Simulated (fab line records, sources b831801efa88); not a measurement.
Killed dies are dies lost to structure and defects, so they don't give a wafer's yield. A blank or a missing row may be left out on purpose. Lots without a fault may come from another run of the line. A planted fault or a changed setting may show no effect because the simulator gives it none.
Which tool did it? | flow sky130 | 11 lots, 33 wafers sampled, at 3 steps of a route of 708

WHAT THE GAUGES READ, wafer by wafer
SKY_CAP2M_OVL_MEAS_12.
lot  | measured     | on         | CAP2M_OVL (nm)
L412 | day 42 07:51 | overlay-02 | -2.2 -1.9 -0.6
L413 | day 42 12:25 | overlay-01 | -2.0 -0.5 -0.9
L414 | day 42 20:29 | overlay-02 | 3.1 0.3 -0.5
L415 | day 42 21:23 | overlay-01 | -3.1 -1.1 -1.9
L416 | day 43 09:14 | overlay-01 | -1.6 -2.1 -4.2
L418 | day 44 11:01 | overlay-01 | 0.3 -0.7 1.4
L419 | day 44 13:09 | overlay-01 | -0.3 1.0 -1.7
L420 | day 44 16:02 | overlay-02 | -0.7 -2.0 1.2
L423 | day 45 07:22 | overlay-02 | -0.5 -2.0 -2.1
L424 | day 45 10:52 | overlay-02 | -1.6 -1.5 -1.0
L428 | day 46 10:47 | overlay-01 | -0.4 -0.6 -1.0

WHICH TOOL RAN EACH LOT (tool, then ch and the chambers of the sampled wafers, then the start)
lot  | SKY_METAL3_DESCUM_15              | SKY_METAL3_ETCH_17
L412 | rie_metal-03 ch 0,1, day 40 04:49 | rie_diel-02 ch 0,2,3, day 40 04:57
L413 | rie_metal-04 ch 0,1, day 40 08:54 | rie_diel-03 ch 0,2,3, day 40 09:02
L414 | rie_metal-04 ch 0,1, day 40 18:21 | rie_diel-03 ch 1,2,3, day 40 18:29
L415 | rie_metal-04 ch 0,1, day 40 19:40 | rie_diel-02 ch 0,2,3, day 40 19:48
L416 | rie_metal-03 ch 0,1, day 41 07:37 | rie_diel-04 ch 0,2,3, day 41 07:45
L418 | rie_metal-03 ch 0, day 42 10:46   | rie_diel-03 ch 0,1,2, day 42 11:01
L419 | rie_metal-01 ch 0,1, day 42 12:55 | rie_diel-03 ch 0,1, day 42 13:02
L420 | rie_metal-04 ch 0,1, day 42 16:16 | rie_diel-03 ch 0,1,2, day 42 16:23
L423 | rie_metal-04 ch 0,1, day 43 09:04 | rie_diel-04 ch 1,3, day 43 09:12
L424 | rie_metal-04 ch 0, day 43 11:45   | rie_diel-02 ch 0,1,3, day 43 11:53
L428 | rie_metal-01 ch 0,1, day 44 13:02 | rie_diel-04 ch 0,2,3, day 44 13:09
- SKY_METAL3_DESCUM_15: chemistry O2, time 8 s.
- SKY_METAL3_ETCH_17: etches SiO2 in C4F8/O2/Ar, stops on TiN, time 3.9 s, target depth 15 nm.

WHAT THE TOOLS THEMSELVES READ (means of the sampled wafers that have a number; where no wafer has one, the mark that the record gives instead)
SKY_METAL3_DESCUM_15.
lot  | tool         | drypump_motor_current_A (A) | oes_product_au (a.u.)
L412 | rie_metal-03 | 5.6                         | 0.994
L413 | rie_metal-04 | 6.3                         | 0.995
L414 | rie_metal-04 | 6.5                         | 0.992
L415 | rie_metal-04 | 6.5                         | 0.990
L416 | rie_metal-03 | 5.6                         | 0.994
L418 | rie_metal-03 | 5.3                         | 0.999
L419 | rie_metal-01 | 5.2                         | 1.005
L420 | rie_metal-04 | 6.5                         | 1.001
L423 | rie_metal-04 | 6.5                         | 0.993
L424 | rie_metal-04 | 6.0                         | 0.988
L428 | rie_metal-01 | 5.5                         | 1.005

SKY_METAL3_ETCH_17.
lot  | tool        | oes_product_au (a.u.)
L412 | rie_diel-02 | 0.750
L413 | rie_diel-03 | 0.756
L414 | rie_diel-03 | 0.747
L415 | rie_diel-02 | 0.758
L416 | rie_diel-04 | 0.751
L418 | rie_diel-03 | 0.752
L419 | rie_diel-03 | 0.757
L420 | rie_diel-03 | 0.761
L423 | rie_diel-04 | 0.756
L424 | rie_diel-02 | 0.754
L428 | rie_diel-04 | 0.755

THE ANSWER, worked out from the rows above alone
Rule: what is usual is taken from the lots themselves. Put in order of their means at a reading, lots are off if they are a third of the lots or fewer, leave a main group of 4 or more, and stand apart from it by a gap of 3 or more times the standard deviation of the main group's means; of several such gaps the widest counts. A main group whose means are all the same, to the digits that the tables above print for the reading, isn't used. A lot without any number at a reading at which 4 lots or more have one is off too. The other lots that the step has rows for count as sound. The gauges are gone through in route order, then the tools' own readings, and for those a lot's mean is taken as printed above. The first step at which some lot is off is used, and at that step the reading that is off furthest; a lot without a number counts as furthest.
No lot is off at any reading shown: from this, nothing can be told.

WHAT THE SIMULATOR HAD PUT IN
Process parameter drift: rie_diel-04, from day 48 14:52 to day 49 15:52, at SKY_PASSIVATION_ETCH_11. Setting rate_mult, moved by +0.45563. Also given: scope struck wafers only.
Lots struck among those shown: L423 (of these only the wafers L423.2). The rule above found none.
